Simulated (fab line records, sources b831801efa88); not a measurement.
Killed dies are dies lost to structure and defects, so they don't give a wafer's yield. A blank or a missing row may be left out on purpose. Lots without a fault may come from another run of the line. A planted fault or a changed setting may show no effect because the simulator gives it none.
One fault seen from 2 desks | flow sky130 | each desk has only its own numbers; what lay behind them comes last

THE METROLOGY DESK
What the gauges read, lot by lot, whatever tool the lot ran on: means of the sampled wafers that have a number. A lot is out of limits, marked OUT, if its mean lies more than 4 standard deviations from the usual mean; the brackets give that distance.
Columns: A = VT_ADJUST_HVTR_TW at SKY_VT_ADJUST_HVTR_TW_MEAS_11, usual 211.0; B = SONOS_ONO_CVD_02_THK at SKY_SONOS_ONO_THK_MEAS_03, usual 10.48 nm; C = cd_nm at SKY_VIA1_CD_MEAS_12, usual 150.2 nm
lot  | first seen here | A                | B     | C
L831 | day 10 12:09    | 212.8            | 10.51 | 152.0
L832 | day 10 12:27    | 207.7            | 10.68 | 152.4
L836 | day 11 15:17    | 213.2            | 10.75 | 150.1
L839 | day 12 07:08    | 208.8            | 10.55 | 148.6
L838 | day 12 08:10    | 212.6            | 10.41 | 150.8
L841 | day 12 21:35    | 212.8            | 10.45 | 149.6
L846 | day 14 19:46    | 181.8 (-11) OUT  | 10.46 | 149.3
L847 | day 15 02:49    | 212.3            | 10.49 | 149.0
L848 | day 15 07:11    | 187.4 (-8.7) OUT | 10.58 | 151.6
L849 | day 15 09:17    | 208.0            | 10.53 | 148.9
L851 | day 15 21:30    | 213.8            | 10.29 | 149.8
L852 | day 16 08:47    | 206.5            | 10.29 | 148.5
This desk's finding: out of limits on L846, L848; first on L846, day 14 19:46 (VT_ADJUST_HVTR_TW at SKY_VT_ADJUST_HVTR_TW_MEAS_11). In limits: L831, L832, L836, L839, L838, L841, L847, L849, L851, L852.

THE TOOL OWNER'S DESK: implanter-03
The tool's own readings at SKY_VT_ADJUST_HVTR_IMPLANT_09: means of the sampled wafers that have a number, for each lot that ran on this tool. A lot is out of limits, marked OUT, if its mean lies more than 4 standard deviations from the usual mean; the brackets give that distance.
Columns: A = dose_ions_cm2 at SKY_VT_ADJUST_HVTR_IMPLANT_09, usual 2.1001e+12; B = faraday_current_uA at SKY_VT_ADJUST_HVTR_IMPLANT_09, usual 11.83
lot  | first seen here | A                            | B
L832 | day 10 12:12    | 2.0991e+12                   | 11.76
L841 | day 12 21:22    | 2.0996e+12                   | 11.78
L846 | day 14 19:33    | 1.3105e+12 (-99 or more) OUT | 7.42 (-20) OUT
L848 | day 15 06:56    | 1.3122e+12 (-99 or more) OUT | 7.49 (-20) OUT
This desk's finding: out of limits on L846, L848; first on L846, day 14 19:33 (dose_ions_cm2 at SKY_VT_ADJUST_HVTR_IMPLANT_09). In limits: L832, L841.

PUT TOGETHER
The tool owner's desk could have raised an alarm at day 14 19:33, on L846, L848.
The metrology desk could have raised an alarm at day 14 19:46, on L846, L848.
Of the lots named, all ran SKY_VT_ADJUST_HVTR_IMPLANT_09 on implanter-03.

WHAT THE SIMULATOR HAD PUT IN
Process parameter drift: implanter-03, from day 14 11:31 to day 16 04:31, at SKY_VT_ADJUST_HVTR_IMPLANT_09. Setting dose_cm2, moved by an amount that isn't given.
Lots struck among those shown: L846, L848.
Hours from the fault's start to each desk's first reading out of limits: the tool owner's desk, 8; the metrology desk, 8.
